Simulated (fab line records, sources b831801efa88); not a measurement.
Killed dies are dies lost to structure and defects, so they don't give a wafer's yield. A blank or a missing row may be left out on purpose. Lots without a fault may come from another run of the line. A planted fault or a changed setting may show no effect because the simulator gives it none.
fab line records | flow sky130
record lots=24 wafers=72 last_day=50
route steps=708 shown LI_CONTACT@375 CONTACT@406 METAL1@440 METAL2@501
lots that met no fault: from a run of the same line without faults
start_h: hours from the record's first day to the start of the lot's first wafer shown | wait_h: hours since the lot's step before | " the same as in the row above | L1.1+2: a row that stands for several wafers | - no value, or no start given | * or withheld: withheld | < > ~ a bound
route shown NAME@n: a module of which the file shows steps, and the number in the route of the first | usual: mean/standard deviation of fault-free wafers | same: alike in all rows | chamber/n: place in a boat | sites: the reading at each site | _std_site: their standard deviation | _edge_site: outer sites' mean less inner sites' | radius_mm: how far each site lies from the wafer's centre | mask NAME#n: copy n | behind: the tool/chamber that last shaped the wafer | hold: why the lot was held/for how many hours/how that ended | device: the transistor (n, p or np) that didn't switch | end of line: the same wafers' tests at the end of the route | a step without rows: its recipe alone | killed: dies lost to structure and defects at the first sort, not the wafer's yield | map: a wafer's dies, x killed, . not, _ none there
set.NAME: the setting as run; set.NAME@STEP: as run at that earlier step | model.NAME: the simulator's own value behind a step, which no gauge read
steps of the route over a sample of lots; a table a step, a row a wafer
services: from which hour (start_h, from the record's first day; less than 0 if before it) a tool's chamber was out of use, for how many hours, and why
## steps
# step SKY_LI_CONTACT_OVL_MEAS_13
# usual LI_CONTACT_OVL=-7/6.4
# columns lot.wafer tool chamber start_h wait_h LI_CONTACT_OVL[nm]
L074.2 overlay-02 - 683.72 0.1 -3
L074.3 " - " " 0
L074.6 " - " " -8
L075.1 overlay-02 - 695.57 0.1 -8
L075.3 " - " " -5
L075.6 " - " " -5
L076.1 overlay-02 - 702.54 0.1 -6
L076.2 " - " " -8
L076.4 " - " " -4
L077.2 overlay-02 - 720.47 0.1 -12
L077.3 " - " " -8
L077.6 " - " " -8
L078.2 overlay-02 - 720.82 0.1 -4
L078.3 " - " " -15
L078.6 " - " " -12
L079.1 overlay-02 - 732.56 0.1 -17
L079.3 " - " " -13
L079.4 " - " " -9
L080.1 overlay-01 - 745.64 0.1 -10
L080.4 " - " " -9
L080.5 " - " " -5
L081.1 overlay-02 - 751.67 0.1 -11
L081.2 " - " " -3
L081.3 " - " " -8
L082.1 overlay-02 - 773.17 0.1 -8
L082.2 " - " " -3
L082.3 " - " " -5
L083.1 overlay-02 - 778.07 0.1 -7
L083.3 " - " " -2
L083.6 " - " " -4
L084.2 overlay-02 - 782.15 0.1 -16
L084.4 " - " " -19
L084.6 " - " " -16
L086.1 overlay-02 - 786.36 0.1 -7
L086.3 " - " " -5
L086.6 " - " " -23
L085.3 overlay-01 - 788.12 0.1 -16
L085.4 " - " " -2
L085.6 " - " " 1
L087.2 overlay-02 - 798.82 0.1 -4
L087.4 " - " " -6
L087.5 " - " " 2
L088.1 overlay-02 - 801.61 0.1 -12
L088.3 " - " " -14
L088.6 " - " " -15
L089.1 overlay-01 - 812.22 0.1 2
L089.2 " - " " -2
L089.3 " - " " 4
L090.2 overlay-02 - 813.82 0.1 3
L090.4 " - " " -6
L090.6 " - " " -5
L091.1 overlay-01 - 822.94 0.1 -11
L091.3 " - " " -9
L091.5 " - " " -13
L092.1 overlay-01 - 828.62 0.1 -6
L092.2 " - " " -3
L092.6 " - " " -6
L093.4 overlay-02 - 834.78 0.1 -6
L093.5 " - " " -16
L093.6 " - " " -3
L095.1 overlay-02 - 854.26 0.1 -5
L095.3 " - " " -6
L095.6 " - " " -9
L094.3 overlay-01 - 858.29 0.1 -12
L094.4 " - " " -13
L094.5 " - " " -6
L096.4 overlay-02 - 862.83 0.1 -20
L096.5 " - " " -16
L096.6 " - " " -11
L097.1 overlay-01 - 863.09 0.1 -3
L097.4 " - " " -12
L097.5 " - " " -5
# step SKY_LI_CONTACT_STRIP_16
# recipe chemistry=O2/N2 power_w=1400 pressure_mtorr=1500 platen_temp_c=withheld o2_flow_sccm=3000 n2_flow_sccm=300 overash_fraction=0.5
# usual drypump_motor_current_A=5.84/0.25 oes_product_au=0.376/0.0046 strip_time_to_endpoint_s=3.49/0.056
# columns lot.wafer tool chamber start_h wait_h drypump_motor_current_A oes_product_au rf_hours_counter_h strip_time_to_endpoint_s
L074.2 plasma_asher-03 0 683.88 - 6.04 0.379 26 3.54
L074.3 " 0 " " 6.05 0.371 - 3.43
L074.6 " 0 " " 6.05 0.379 - 3.57
L075.1 plasma_asher-03 0 695.73 - 6.05 0.372 27 3.47
L075.3 " 1 " " 5.86 0.381 - 3.40
L075.6 " 0 " " 6.06 0.368 - 3.48
L076.1 plasma_asher-01 1 702.70 - 5.47 0.371 55 3.53
L076.2 " 0 " " 5.96 0.380 55 3.55
L076.4 " 1 " " 5.43 0.379 - 3.51
L077.2 plasma_asher-03 0 720.62 - 6.07 0.385 29 3.54
L077.3 " 0 " " 6.08 0.372 - 3.43
L077.6 " 1 " " 5.86 0.370 - 3.39
L078.2 plasma_asher-01 0 720.97 - 5.95 0.387 57 3.55
L078.3 " 0 " " 5.93 0.379 - 3.53
L078.6 " 1 " " 5.46 0.381 - 3.53
L079.1 plasma_asher-01 0 732.72 - 5.97 0.378 58 3.50
L079.3 " 0 " " 5.98 0.368 - 3.42
L079.4 " 1 " " 5.49 0.381 - 3.51
L080.1 plasma_asher-03 0 745.80 - 6.07 0.376 31 3.47
L080.4 " 1 " " 5.83 0.378 - 3.53
L080.5 " 1 " " 5.85 0.372 - 3.41
L081.1 plasma_asher-03 0 751.83 - 6.08 0.376 32 3.51
L081.2 " 1 " " 5.87 0.374 32 3.48
L081.3 " 1 " " 5.86 0.377 - 3.50
L082.1 plasma_asher-01 0 773.33 - 5.94 0.375 63 3.53
L082.2 " 1 " " 5.47 0.369 63 3.44
L082.3 " 0 " " 5.95 0.375 - 3.51
L083.1 plasma_asher-03 0 778.23 - 6.07 0.372 35 3.48
L083.3 " 0 " " 6.07 0.369 - 3.36
L083.6 " 1 " " 5.85 0.377 - 3.48
L084.2 plasma_asher-03 1 782.31 - 5.83 0.366 35 3.42
L084.4 " 1 " " 5.81 0.369 - 3.52
L084.6 " 0 " " 6.07 0.380 - 3.49
L086.1 plasma_asher-01 1 786.52 - 5.46 0.386 64 3.56
L086.3 " 1 " " 5.45 0.378 - 3.62
L086.6 " 0 " " 5.96 0.379 - 3.47
L085.3 plasma_asher-03 0 788.31 - 6.11 0.382 - 3.46
L085.4 " 1 " " 5.85 0.375 - 3.40
L085.6 " 0 " " 6.06 0.378 - 3.49
L087.2 plasma_asher-01 0 798.97 - 5.95 0.373 65 3.42
L087.4 " 0 " " 5.94 0.379 - 3.62
L087.5 " 1 " " 5.46 0.370 - 3.41
L088.1 plasma_asher-03 1 801.77 - 5.86 0.376 37 3.54
L088.3 " 0 " " 6.07 0.374 - 3.60
L088.6 " 0 " " 6.03 0.381 - 3.60
L089.1 plasma_asher-03 1 812.38 - 5.84 0.381 38 3.53
L089.2 " 0 " " 6.06 0.376 38 3.47
L089.3 " 1 " " 5.83 0.378 - 3.49
L090.2 plasma_asher-01 0 813.97 - 5.95 0.374 66 3.52
L090.4 " 1 " " 5.47 0.378 - 3.55
L090.6 " 1 " " 5.43 0.374 - 3.54
L091.1 plasma_asher-03 1 823.11 - 5.84 0.379 39 3.55
L091.3 " 0 " " 6.07 0.379 - 3.52
L091.5 " 1 " " 5.82 0.380 - 3.40
L092.1 plasma_asher-03 1 828.78 - 5.83 0.384 40 3.52
L092.2 " 0 " " 6.07 0.373 40 3.60
L092.6 " 0 " " 6.06 0.376 - 3.52
L093.4 plasma_asher-01 0 834.96 - 5.96 0.380 - 3.53
L093.5 " 1 " " 5.43 0.381 - 3.41
L093.6 " 0 " " 5.98 0.375 - 3.51
L095.1 plasma_asher-04 1 854.42 - 4.91 0.376 105 3.43
L095.3 " 0 " " 6.06 0.380 - 3.56
L095.6 " 1 " " 4.91 0.370 - 3.53
L094.3 plasma_asher-03 0 858.47 - 6.09 0.377 - 3.43
L094.4 " 1 " " 5.85 0.373 - 3.51
L094.5 " 1 " " 5.86 0.381 - 3.51
L096.4 plasma_asher-03 0 863.01 - 6.07 0.375 - 3.42
L096.5 " 1 " " 5.88 0.369 - 3.53
L096.6 " 0 " " 6.09 0.367 - 3.39
L097.1 plasma_asher-01 1 863.26 - 5.48 0.374 71 3.42
L097.4 " 1 " " 5.49 0.370 - 3.54
L097.5 " 1 " " 5.44 0.374 - 3.54
# step SKY_LI_CONTACT_SPUTTER_20
# recipe material=TiN target_thk_nm=20 chamber_pressure_pa=5 power_w=4000 time_s=80
# usual throttle_valve_pct=29.7/1.1
# columns lot.wafer tool chamber start_h wait_h throttle_valve_pct
L074.2 pvd_sputter-01 - 684.25 0.0 29.3
L074.3 " - " " 30.2
L074.6 " - " " 30.4
L075.1 pvd_sputter-01 - 696.10 0.0 29.2
L075.3 " - " " 30.5
L075.6 " - " " 30.6
L076.1 pvd_sputter-01 - 703.08 0.0 29.1
L076.2 " - " " 30.6
L076.4 " - " " 29.4
L077.2 pvd_sputter-02 - 720.99 0.0 31.5
L077.3 " - " " 29.7
L077.6 " - " " 28.4
L078.2 pvd_sputter-01 - 721.34 0.0 30.6
L078.3 " - " " 29.6
L078.6 " - " " 30.6
L079.1 pvd_sputter-01 - 733.09 0.0 29.1
L079.3 " - " " 30.2
L079.4 " - " " 30.5
L080.1 pvd_sputter-01 - 746.18 0.0 30.6
L080.4 " - " " 29.7
L080.5 " - " " 29.4
L081.1 pvd_sputter-02 - 752.22 0.0 30.6
L081.2 " - " " 29.8
L081.3 " - " " 31.3
L082.1 pvd_sputter-01 - 773.72 0.0 30.5
L082.2 " - " " 29.2
L082.3 " - " " 30.7
L083.1 pvd_sputter-03 - 778.60 0.0 30.7
L083.3 " - " " 29.6
L083.6 " - " " 26.2
L084.2 pvd_sputter-02 - 782.69 0.0 30.8
L084.4 " - " " 31.1
L084.6 " - " " 28.4
L086.1 pvd_sputter-01 - 786.90 0.0 30.3
L086.3 " - " " 30.4
L086.6 " - " " 30.4
L085.3 pvd_sputter-01 - 788.65 0.0 30.3
L085.4 " - " " 29.4
L085.6 " - " " 29.5
L087.2 pvd_sputter-03 - 799.36 0.0 30.6
L087.4 " - " " 26.5
L087.5 " - " " 26.3
L088.1 pvd_sputter-03 - 802.16 0.0 29.2
L088.3 " - " " 29.9
L088.6 " - " " 29.3
L089.1 pvd_sputter-02 - 812.75 0.0 30.8
L089.2 " - " " 29.7
L089.3 " - " " 31.1
L090.2 pvd_sputter-02 - 814.52 0.0 31.1
L090.4 " - " " 29.7
L090.6 " - " " 28.3
L091.1 pvd_sputter-01 - 823.48 0.0 29.3
L091.3 " - " " 29.4
L091.5 " - " " 28.9
L092.1 pvd_sputter-01 - 829.17 0.0 30.5
L092.2 " - " " 29.6
L092.6 " - " " 29.2
L093.4 pvd_sputter-02 - 835.29 0.0 31.2
L093.5 " - " " 31.5
L093.6 " - " " 28.4
L095.1 pvd_sputter-03 - 854.80 0.0 30.7
L095.3 " - " " 26.5
L095.6 " - " " 29.4
L094.3 pvd_sputter-01 - 858.81 0.0 30.3
L094.4 " - " " 29.7
L094.5 " - " " 29.5
L096.4 pvd_sputter-02 - 863.37 0.0 28.2
L096.5 " - " " 28.4
L096.6 " - " " 30.7
L097.1 pvd_sputter-03 - 863.63 0.0 29.2
L097.4 " - " " 26.7
L097.5 " - " " 29.4
# step SKY_CONTACT_CVD_00
# recipe material=Si3N4 target_thk_nm=75 temp_c=400 time_s=withheld rf_w=450
# usual heater_power_w=729/100
# columns lot.wafer tool chamber start_h wait_h heater_power_w
L074.2 pecvd-02 2 714.85 0.0 793
L074.3 " 0 " " 930
L074.6 " 2 " " 669
L075.1 pecvd-03 1 725.66 0.0 655
L075.3 " 0 " " 669
L075.6 " 1 " " 657
L076.1 pecvd-03 2 732.34 0.0 886
L076.2 " 1 " " 612
L076.4 " 1 " " 620
L077.2 pecvd-03 1 750.30 0.0 624
L077.3 " 2 " " 848
L077.6 " 1 " " 618
L078.2 pecvd-01 2 750.62 0.0 833
L078.3 " 1 " " 578
L078.6 " 2 " " 849
L079.1 pecvd-03 0 762.56 0.0 711
L079.3 " 1 " " 718
L079.4 " 0 " " 740
L080.1 pecvd-02 2 775.74 0.0 762
L080.4 " 1 " " 663
L080.5 " 0 " " 819
L081.1 pecvd-03 0 781.43 0.0 629
L081.2 " 1 " " 597
L081.3 " 2 " " 827
L082.1 pecvd-01 0 802.52 0.0 637
L082.2 " 2 " " 805
L082.3 " 1 " " 648
L083.1 pecvd-03 0 807.18 0.0 734
L083.3 " 0 " " 753
L083.6 " 0 " " 596
L084.2 pecvd-02 0 810.88 0.0 840
L084.4 " 1 " " 675
L084.6 " 0 " " 843
L086.1 pecvd-01 0 815.35 0.0 612
L086.3 " 1 " " 614
L086.6 " 2 " " 783
L085.3 pecvd-03 1 816.84 0.0 702
L085.4 " 0 " " 637
L085.6 " 0 " " 624
L087.2 pecvd-02 2 828.10 0.0 671
L087.4 " 1 " " 763
L087.5 " 2 " " 664
L088.1 pecvd-01 0 830.58 0.0 575
L088.3 " 0 " " 594
L088.6 " 0 " " 595
L089.1 pecvd-03 2 841.17 0.0 891
L089.2 " 0 " " 664
L089.3 " 1 " " 606
L090.2 pecvd-02 0 842.41 0.0 874
L090.4 " 0 " " 894
L090.6 " 1 " " 769
L091.1 pecvd-03 1 851.67 0.0 676
L091.3 " 0 " " 686
L091.5 " 0 " " 690
L092.1 pecvd-01 0 856.93 0.0 638
L092.2 " 1 " " 611
L092.6 " 2 " " 809
L093.4 pecvd-03 1 863.46 0.0 683
L093.5 " 2 " " 909
L093.6 " 0 " " 617
L095.1 pecvd-03 0 882.57 0.0 726
L095.3 " 2 " " 938
L095.6 " 0 " " 731
L094.3 pecvd-01 2 887.50 0.0 850
L094.4 " 2 " " 857
L094.5 " 0 " " 626
L096.4 pecvd-03 2 890.89 0.0 803
L096.5 " 1 " " 708
L096.6 " 0 " " 611
L097.1 pecvd-02 2 891.13 0.0 786
L097.4 " 1 " " 700
L097.5 " 0 " " 900
# step SKY_METAL1_THK_MEAS_06
# recipe thk_meas_gauge=xrf reads=AlCu_of_METAL1_SPUTTER_02
# usual METAL1_ALCU_THK=251/3.3
# columns lot.wafer tool chamber start_h wait_h METAL1_ALCU_THK[nm]
L074.2 film_metro-02 - 745.44 0.1 253
L074.3 " - " " 254
L074.6 " - " " 248
L075.1 film_metro-01 - 755.22 0.1 249
L075.3 " - " " 252
L075.6 " - " " 249
L076.1 film_metro-01 - 762.93 0.1 254
L076.2 " - " " 249
L076.4 " - " " 254
L077.2 film_metro-01 - 780.14 0.1 252
L077.3 " - " " 252
L077.6 " - " " 251
L078.2 film_metro-03 - 780.65 0.1 246
L078.3 " - " " 247
L078.6 " - " " 247
L079.1 film_metro-03 - 791.88 0.1 253
L079.3 " - " " 253
L079.4 " - " " 252
L080.1 film_metro-02 - 805.11 0.1 253
L080.4 " - " " 252
L080.5 " - " " 254
L081.1 film_metro-01 - 810.53 0.1 256
L081.2 " - " " 248
L081.3 " - " " 255
L082.1 film_metro-01 - 831.62 0.1 249
L082.2 " - " " 247
L082.3 " - " " 249
L083.1 film_metro-01 - 836.09 0.1 248
L083.3 " - " " 247
L083.6 " - " " 248
L084.2 film_metro-03 - 839.28 0.1 251
L084.4 " - " " 248
L084.6 " - " " 249
L086.1 film_metro-03 - 844.22 0.1 256
L086.3 " - " " 254
L086.6 " - " " 257
L085.3 film_metro-02 - 845.55 0.1 254
L085.4 " - " " 247
L085.6 " - " " 256
L087.2 film_metro-03 - 856.89 0.1 248
L087.4 " - " " 252
L087.5 " - " " 252
L088.1 film_metro-01 - 859.42 0.1 258
L088.3 " - " " 253
L088.6 " - " " 253
L089.1 film_metro-02 - 869.65 0.1 247
L089.2 " - " " 248
L089.3 " - " " 246
L090.2 film_metro-02 - 870.80 0.1 246
L090.4 " - " " 246
L090.6 " - " " 247
L091.1 film_metro-03 - 880.04 0.1 249
L091.3 " - " " 252
L091.5 " - " " 256
L092.1 film_metro-02 - 885.24 0.1 249
L092.2 " - " " 249
L092.6 " - " " 248
L093.4 film_metro-03 - 891.72 0.1 251
L093.5 " - " " 251
L093.6 " - " " 249
L095.1 film_metro-02 - 910.98 0.1 250
L095.3 " - " " 255
L095.6 " - " " 249
L094.3 film_metro-01 - 915.65 0.1 251
L094.4 " - " " 250
L094.5 " - " " 253
L096.4 film_metro-01 - 919.56 0.1 247
L096.5 " - " " 256
L096.6 " - " " 252
L097.1 film_metro-02 - 919.72 0.1 252
L097.4 " - " " 248
L097.5 " - " " 249
# step SKY_METAL2_ETCH_18
# recipe chemistry=N2/H2 target=BARC ion_energy_ev=200 bias_w=100 pressure_mtorr=30 n2_flow_sccm=100 h2_flow_sccm=200 icp_w=500 stop_on=SiO2 time_s=45.9 target_depth_a=600
# usual drypump_motor_current_A=6.02/0.22 oes_product_au=0.855/0.0045 throttle_valve_pct=13.225/0.009
# columns lot.wafer tool chamber start_h wait_h drypump_motor_current_A oes_product_au rf_hours_counter_h throttle_valve_pct
L074.2 rie_metal-01 0 829.04 0.0 6.14 0.853 12 13.212
L074.3 " 0 " " 6.14 0.864 - 13.233
L074.6 " 0 " " 6.12 0.858 - 13.225
L075.1 rie_metal-02 1 839.64 0.0 5.74 0.852 15 13.219
L075.3 " 0 " " 6.06 0.851 - 13.232
L075.6 " 1 " " 5.74 0.850 - 13.229
L076.1 rie_metal-02 0 846.64 0.0 6.05 0.854 2 13.229
L076.2 " 1 " " 5.75 0.852 15 13.226
L076.4 " 1 " " 5.75 0.856 - 13.216
L077.2 rie_metal-02 1 864.20 0.0 5.73 0.855 16 13.230
L077.3 " 1 " " 5.75 0.861 - 13.228
L077.6 " 0 " " 6.07 0.856 - 13.215
L078.2 rie_metal-01 0 864.46 0.0 6.16 0.858 13 13.221
L078.3 " 1 " " 6.44 0.863 - 13.220
L078.6 " 0 " " 6.17 0.857 - 13.226
L079.1 rie_metal-02 0 875.01 0.0 6.07 0.854 4 13.225
L079.3 " 0 " " 6.09 0.857 - 13.225
L079.4 " 1 " " 5.74 0.855 - 13.229
L080.1 rie_metal-01 0 887.76 0.0 6.17 0.851 14 13.210
L080.4 " 1 " " 6.41 0.858 - 13.227
L080.5 " 1 " " 6.35 0.851 - 13.228
L081.1 rie_metal-01 1 892.96 0.0 6.46 0.850 4 13.221
L081.2 " 0 " " 6.16 0.844 14 13.222
L081.3 " 1 " " 6.45 0.857 - 13.239
L082.1 rie_metal-03 0 912.76 0.0 6.03 0.858 0 13.232
L082.2 " 1 " " 5.72 0.854 18 13.234
L082.3 " 0 " " 5.99 0.853 - 13.222
L083.1 rie_metal-03 1 918.41 0.0 5.71 0.867 18 13.224
L083.3 " 0 " " 6.02 0.849 - 13.231
L083.6 " 0 " " 6.03 0.856 - 13.234
L084.2 rie_metal-02 0 921.26 0.1 6.06 0.861 - 13.242
L084.4 " 0 " " 6.06 0.853 - 13.228
L084.6 " 0 " " 6.05 0.851 - 13.205
L086.1 rie_metal-01 0 924.66 0.0 6.15 0.848 16 13.223
L086.3 " 0 " " 6.14 0.849 - 13.223
L086.6 " 1 " " 6.41 0.856 - 13.228
L085.3 rie_metal-03 1 925.31 0.0 5.69 0.850 - 13.227
L085.4 " 0 " " 6.02 0.856 - 13.226
L085.6 " 1 " " 5.69 0.859 - 13.235
L087.2 rie_metal-03 0 937.51 0.0 6.02 0.851 1 13.213
L087.4 " 0 " " 6.00 0.856 - 13.238
L087.5 " 0 " " 6.01 0.854 - 13.219
L088.1 rie_metal-03 1 939.71 0.0 5.70 0.858 19 13.217
L088.3 " 0 " " 6.01 0.853 - 13.220
L088.6 " 1 " " 5.69 0.861 - 13.228
L089.1 rie_metal-02 0 949.70 0.0 6.09 0.850 8 13.205
L089.2 " 1 " " 5.74 0.840 1 13.215
L089.3 " 0 " " 6.08 0.852 - 13.234
L090.2 rie_metal-01 0 950.01 0.0 6.17 0.865 17 13.234
L090.4 " 1 " " 6.36 0.848 - 13.196
L090.6 " 1 " " 6.39 0.852 - 13.225
L091.1 rie_metal-03 0 959.71 0.0 6.03 0.861 3 13.223
L091.3 " 0 " " 6.01 0.856 - 13.233
L091.5 " 1 " " 5.70 0.855 - 13.222
L092.1 rie_metal-03 0 963.64 0.1 6.04 0.859 3 13.209
L092.2 " 0 " " 6.05 0.849 - 13.233
L092.6 " 0 " " 6.04 0.857 - 13.221
L093.4 rie_metal-02 1 969.26 0.0 5.75 0.854 - 13.229
L093.5 " 1 " " 5.76 0.854 - 13.240
L093.6 " 0 " " 6.06 0.855 - 13.219
L095.1 rie_metal-03 0 987.09 0.1 6.04 0.854 5 13.236
L095.3 " 0 " " 6.02 0.855 - 13.231
L095.6 " 0 " " 6.03 0.849 - 13.236
L094.3 rie_metal-03 1 993.48 0.0 5.70 0.854 - 13.236
L094.4 " 0 " " 6.02 0.857 - 13.230
L094.5 " 1 " " 5.71 0.851 - 13.219
L096.4 rie_metal-01 0 994.90 0.0 6.17 0.849 - 13.237
L096.5 " 0 " " 6.17 0.859 - 13.224
L096.6 " 1 " " 6.35 0.856 - 13.230
L097.1 rie_metal-03 1 995.86 0.0 5.71 0.856 0 13.216
L097.4 " 1 " " 5.71 0.854 - 13.230
L097.5 " 1 " " 5.72 0.851 - 13.211
## services
# columns tool chamber start_h hours kind
pecvd-02 - 663.91 4.5 repair
rie_metal-01 - 669.00 14.6 pm
pvd_sputter-02 - 677.56 38.8 repair
pvd_sputter-01 - 692.17 1.3 repair
plasma_asher-01 - 692.92 4.6 repair
pvd_sputter-02 - 711.28 2.4 repair
plasma_asher-03 - 743.86 1.3 repair
pvd_sputter-02 - 763.17 1.6 repair
plasma_asher-01 - 781.18 3.2 repair
plasma_asher-01 - 786.86 2.8 pm
pecvd-03 1 794.91 20.6 repair
rie_metal-02 1 797.27 13.0 repair
pecvd-03 2 807.13 20.1 repair
pvd_sputter-01 - 812.85 0.6 repair
pvd_sputter-02 - 815.32 7.7 repair
rie_metal-02 0 826.93 2.3 repair
plasma_asher-03 - 869.06 0.9 repair
pecvd-03 - 883.32 1.6 repair
pvd_sputter-01 - 897.08 3.7 repair
plasma_asher-03 - 900.15 2.8 pm
pecvd-03 2 908.21 3.8 repair
pecvd-03 0 916.96 21.5 repair
plasma_asher-03 - 920.68 1.0 repair
plasma_asher-01 - 931.62 1.1 repair
## key
fault none
